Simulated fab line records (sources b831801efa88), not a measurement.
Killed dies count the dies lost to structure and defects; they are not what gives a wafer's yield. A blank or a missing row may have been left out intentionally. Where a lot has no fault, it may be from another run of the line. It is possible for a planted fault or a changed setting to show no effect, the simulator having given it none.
Struck lot and sound lot, side by side + flow sky130 + 44 steps out of a route of 708
Sound: these wafers, L258.1, L258.5, L258.6. Struck: wafer L274.2. (L274.1, L274.3 of the same lot were not struck and are left out.) The cause comes at the end.
At each step with rows: each side's tool, then ch and its chambers, then its first start. Under that, the readings that differ: sound wafers + struck wafers + difference of the means + sigmas: that difference in standard deviations of wafers without a fault.
alike: readings whose means differ by less than 2 such deviations, and words and numbers that are the same on both sides. not compared: withheld readings, readings that some wafer has no value for, bounds like >300 that may hide the same value, and numbers for which the record gives no deviation and whose values overlap.
Wherever a step has rows on one side only, a row that says differs or no value, or a row with sigmas, the two part there. Non-overlapping numbers with no deviation appear without sigmas and do not part them. A reading that every wafer of one side lacks parts them only if that side has two wafers or more.

first, 3 steps without rows for these wafers: SKY_VIA2_CLEAN_18 (cleans in IPA, time 180 s); SKY_VIA2_CLEAN_19 (cleans in O3/DIW); SKY_VIA2_SPUTTER_20 (material TiN, target thk 20 nm, time 80 s).
SKY_VIA2_CVD_21: deposits W, target thk 420 nm, time 126.4 s.
  sound on cvd_w-01 ch 0,1, day 37 00:04; struck on cvd_w-01 ch 0, day 41 22:14
  alike: chamber_pressure_Torr, heater_power_w
SKY_VIA2_RS_MEAS_22: uses a four-point probe to measure.
  struck on film_metro-03, day 41 22:22; sound on film_metro-01, day 37 00:11
  alike: VIA2_W_RS
SKY_VIA2_THK_MEAS_23: measures by xrf.
  struck on film_metro-03, day 41 22:29; sound on film_metro-01, day 37 00:19
  alike: VIA2_W_THK
then, 1 step without rows for these wafers: SKY_VIA2_CMP_24 (polishes, stops on SiO2, t overpolish 20 s, target thk 0 nm).
SKY_METAL3_SPUTTER_00: material Ti, target thk 15 nm, time 10 s.
  struck on pvd_sputter-02, day 41 22:50; sound on pvd_sputter-01, day 37 00:40
  alike: throttle_valve_pct
SKY_METAL3_SPUTTER_01: material TiN, target thk 20 nm, time 16.7 s.
  struck on pvd_sputter-02, day 41 22:52; sound on pvd_sputter-01, day 37 00:41
  alike: throttle_valve_pct
SKY_METAL3_SPUTTER_02: material AlCu, target thk 735 nm, time 39.1 s.
  struck on pvd_sputter-02, day 41 22:53; sound on pvd_sputter-01, day 37 00:43
  alike: throttle_valve_pct
then, 2 steps without rows for these wafers: SKY_METAL3_SPUTTER_03 (material Ti, target thk 5 nm, time 3.3 s); SKY_METAL3_SPUTTER_04 (material TiN, target thk 70 nm, time 58.3 s).
SKY_CAPM_CVD_00: deposits SiO2, target thk 15.5 nm.
  sound on pecvd-03 ch 0,1,2, day 37 00:49; struck on pecvd-04 ch 0, day 41 22:59
| reading                               | sound             | struck | difference | sigmas |
|---------------------------------------|-------------------|--------|------------|--------|
| model.SiO2_of_CAPM_CVD_00.thk_nm (nm) | 15.91 15.59 15.47 | 12.88  | -2.78      |        |
  alike: heater_power_w
SKY_CAPM_THK_MEAS_01:
  struck on film_metro-01, day 41 23:01; sound on film_metro-01, day 37 00:51
| reading              | sound             | struck | difference | sigmas |
|----------------------|-------------------|--------|------------|--------|
| CAPM_CVD_00_THK (nm) | 15.89 15.58 15.48 | 12.92  | -2.73      | -9     |
SKY_CAPM_SPUTTER_02: material TiN, target thk 200 nm, time 172.5 s.
  struck on pvd_sputter-01, day 41 23:04; sound on pvd_sputter-02, day 37 00:55
| reading                | sound          | struck | difference | sigmas |
|------------------------|----------------|--------|------------|--------|
| throttle_valve_pct (%) | 31.5 30.7 31.0 | 29.8   | -1.3       | -2     |
  alike: substrate_temp_c
SKY_CAPM_RS_MEAS_03: uses a four-point probe to measure.
  struck on film_metro-02, day 41 23:11; sound on film_metro-04, day 37 01:01
  alike: CAPM_TIN_RS
SKY_CAPM_THK_MEAS_04: measures by xrf.
  struck on film_metro-02, day 41 23:18; sound on film_metro-04, day 37 01:08
  alike: CAPM_TIN_THK
then, 7 steps without rows for these wafers: SKY_CAPM_DEHYDRATE_05 (time 60 s); SKY_CAPM_HMDS_06 (prime time 60 s); SKY_CAPM_COAT_07 (resist thk 1140 nm); SKY_CAPM_SOFTBAKE_08 (time 60 s); SKY_CAPM_EXPOSE_09 (exposes mask CAPM, target cd 1000 nm); SKY_CAPM_PEB_10; SKY_CAPM_DEVELOP_11 (develop time 60 s).
SKY_CAPM_OVL_MEAS_12:
  struck on overlay-01, day 42 22:43; sound on overlay-02, day 38 02:14
  alike: CAPM_OVL
then, 13 steps without rows for these wafers: SKY_CAPM_METAL_ETCH_13 (etches TiN in Cl2/BCl3, stops on SiO2, target depth 220 nm, time 62.9 s); SKY_CAPM_STRIP_14 (strips in O2/N2); SKY_CAPM_STRIP_15 (strips in post etch residue remover, time 1200 s); SKY_CAPM_CLEAN_16 (cleans in IPA, time 180 s); SKY_CAPM_CLEAN_17 (cleans in O3/DIW); SKY_METAL3_DEHYDRATE_05 (time 60 s); SKY_METAL3_HMDS_06 (prime time 60 s); SKY_METAL3_COAT_07 (resist thk 60 nm); SKY_METAL3_COAT_08 (resist thk 1140 nm); SKY_METAL3_SOFTBAKE_09 (time 90 s); SKY_METAL3_EXPOSE_10 (exposes mask MM3, target cd 300 nm); SKY_METAL3_PEB_11; SKY_METAL3_DEVELOP_12 (develop time 60 s).
SKY_METAL3_CD_MEAS_13 targets a cd of 300 nm.
  struck on cd_sem-01, day 43 21:55; sound on cd_sem-02, day 39 03:25
| reading    | sound             | struck | difference | sigmas |
|------------|-------------------|--------|------------|--------|
| cd_nm (nm) | 301.2 300.1 301.7 | 305.2  | +4.2       | +2     |
SKY_METAL3_OVL_MEAS_14:
  struck on overlay-02, day 43 22:02; sound on overlay-01, day 39 03:32
  alike: METAL3_OVL
then, 2 steps without rows for these wafers: SKY_METAL3_DESCUM_15 (chemistry O2, time 8 s); SKY_METAL3_ETCH_16 (etches BARC in N2/H2, stops on SiO2, time 88.2 s, target depth 60 nm).
SKY_METAL3_ETCH_17: etches SiO2 in C4F8/O2/Ar, stops on TiN, time 3.9 s, target depth 15 nm.
  sound on rie_diel-03 ch 1,3, day 39 03:44; struck on rie_diel-01 ch 2, day 43 22:12
| reading                  | sound             | struck | difference | sigmas |
|--------------------------|-------------------|--------|------------|--------|
| oes_product_au (a.u.)    | 0.768 0.755 0.748 | 0.689  | -0.068     | -8     |
| model.etch.depth_nm (nm) | 15.91 15.59 15.47 | 12.88  | -2.78      |        |
  not compared: rf_hours_counter_h
-- the record jumps here: 6 days lie between the struck wafers' starts before and after (it left off in module METAL3 and takes up again in module PAD_OPEN, whose first step shown is number 708 of the route) --
SKY_PAD_OPEN_PROBE_99:
  struck on prober-01, day 50 01:29; sound on prober-02, day 46 06:37
| reading                              | sound                | struck | difference | sigmas |
|--------------------------------------|----------------------|--------|------------|--------|
| model.etest.cap_mim.bv_v (V)         | 14.48 14.06 13.88    | 11.59  | -2.55      |        |
| model.etest.cap_mim.leak_log10_a_cm2 | -8.813 -8.964 -9.039 | -8.012 | +0.927     |        |
| model.etest.cap_mim.c_ff_um2         | 2.267 2.311 2.35     | 2.825  | +0.516     |        |
  alike: defect_limited_yield, killed_at_M0_to_M3, killed_at_M4_up, killed_at_contacts, killed_at_front_end, killed_at_other, killed_dies, killed_open, killed_short, sort_bin_3_pad_short, sort_bin_5_function, sort_bin_6_memory, sort_n_pass, sort_yield_pct

== WHERE THEY PART ==
Earliest at SKY_CAPM_THK_MEAS_01; latest, in this record, at SKY_METAL3_ETCH_17. Later steps at which nothing parts them and some readings are alike: SKY_PAD_OPEN_PROBE_99.

WHY: what the simulator had put in
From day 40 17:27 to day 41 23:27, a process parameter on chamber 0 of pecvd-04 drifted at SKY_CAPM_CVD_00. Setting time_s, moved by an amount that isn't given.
